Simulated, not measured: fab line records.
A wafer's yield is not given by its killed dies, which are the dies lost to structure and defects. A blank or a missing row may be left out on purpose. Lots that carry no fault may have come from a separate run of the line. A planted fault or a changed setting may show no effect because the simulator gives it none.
Matching of chambers    flow gf180mcu    GF_V4_CMP_04 on cmp-02 has 4 sister chambers
The step polishes SiO2. 4 wafers are shown with their chamber, then 10 later ones without.

## WAFERS WITH THEIR CHAMBER
wafer   chamber  motorCurrentA (A)
L786.5  1        13.2
L788.5  3        12.1
L790.1  2        12.7
L790.4  0        11.1

## WAFERS WITHOUT THEIR CHAMBER
wafer   motorCurrentA (A)
L790.5  11.5
L797.1  12.1
L797.4  13.3
L797.6  10.0
L799.2  12.9
L799.3  11.2
L799.6  13.2
L801.2  12.1
L801.3  12.2
L801.6  12.8

## WHICH CHAMBER EACH WENT THROUGH
wafer    from the rows above            in truth
L790.5   can't be placed: 0 or 3        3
L797.1   can't be placed: 3 or 2        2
L797.4   can't be placed: 1 or 2        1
L797.6   0                              0
L799.2   can't be placed: 2 or 1 or 3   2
L799.3   0                              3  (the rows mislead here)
L799.6   can't be placed: 1 or 2        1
L801.2   can't be placed: 3 or 2        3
L801.3   can't be placed: 3 or 2        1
L801.6   can't be placed: 2 or 1 or 3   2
Correct placement for 1 of the 10. Can't be placed from these rows: 8 (the true chamber is among the candidates in 7). Wrongly placed: 1.
How it was worked out, from the rows above alone: a wafer's distance from a chamber is the root of the sum, over the readings, of the square of ((its reading less the chamber's mean) divided by the reading's scatter). The wafer belongs to the nearest chamber; if the next one is less than 2 further off, it can't be placed. For every chamber, the mean is computed from those of its wafers that are shown. The scatter (one wafer shown for each chamber): square how far every hidden wafer sits from the nearest shown wafer, average those squares and take the square root.
